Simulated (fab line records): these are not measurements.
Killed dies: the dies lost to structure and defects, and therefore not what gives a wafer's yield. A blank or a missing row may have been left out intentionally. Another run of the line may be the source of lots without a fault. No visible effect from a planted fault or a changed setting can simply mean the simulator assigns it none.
Problem report, 8D (eight disciplines) form, completed by code -- flow gf180mcu -- the parts of the form that need people (team, actions taken, sign-off) are left out

== 1. WHAT WENT WRONG ==
heater-power-total-W at GF_STI_PEB_10 reads a mean of 87.94 W on 9 wafers of 3 lots; wafers without a fault read 85.69 W with a standard deviation of 0.086. Relative to the usual mean, that is a shift of +26 standard deviations.
The step: peb time 90 s.
Seen first at day 5 12:10 on litho-track-03, wafer L394.3. The record holds 45 wafers of 15 lots with a number at this step. The rule behind "out" and "out of limits": a value lying over 4 standard deviations away from the usual mean. The rest of the wafers with a number are treated as sound.

== 2. WHAT IT IS AND WHAT IT IS NOT ==
question,is,is not
which readings at this step,heater-power-total-W,-
which lots,"L394, L395, L396","L378, L380, L381, L382, L383, L384, L387, L389, L391, L392, L393, L397"
which wafers of those lots,all that have a number,-
read on which tools,litho-track-03,"litho-track-02, litho-track-04"
when,from day 5 12:10,up to then (33 sound wafers); but 3 sound wafers of L397 came after

== 3. SUSPECTS, AND WHAT RULES EACH OUT ==
Counting: a tool at any process step up to the reading remains a suspect when it ran all the lots that are out and ran no sound lot after the first of those.
- litho-track-03 at GF_STI_PEB_10 (peb time 90 s): kept. It processed each lot that is out, first L394 at day 5 12:10, and no sound lot thereafter; up to then, the last sound lot it processed was L392 at day 5 00:20. Out on those wafers are its own readings of heater-power-total-W.
The count leaves litho-track-03 at GF_STI_PEB_10.

== 4. THE CAUSE (what the simulator had put in) ==
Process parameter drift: litho-track-03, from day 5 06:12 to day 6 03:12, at GF_STI_PEB_10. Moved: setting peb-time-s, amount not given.
Counting left only this tool.

== 5. THE EFFECT CHAIN, in route order ==
Each row: a reading whose mean over the struck wafers that have a number lies more than 3 standard deviations from the usual. Scope: only readings with a usual standard deviation given in the record; hours: median across lots of the time from each lot's start at the first step in this table that gives one to its start at this step; sigmas: change in usual standard deviations.
hours,step,reading,usual,on struck wafers,change,sigmas
0,GF_STI_PEB_10,heater-power-total-W,85.69 W,87.94,+2.25,+26
The process steps in it:
- GF_STI_PEB_10: peb time 90 s.
Later measuring or inspecting steps at which every struck wafer that the step has a row for has a number for every such reading, and none has moved that far: GF_CONTACT_BOW_MEAS_05.

== 6. WHAT WOULD HAVE CAUGHT IT SOONER ==
In this record the first reading out of limits was taken at day 5 12:10, 6 hours after the fault began at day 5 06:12.
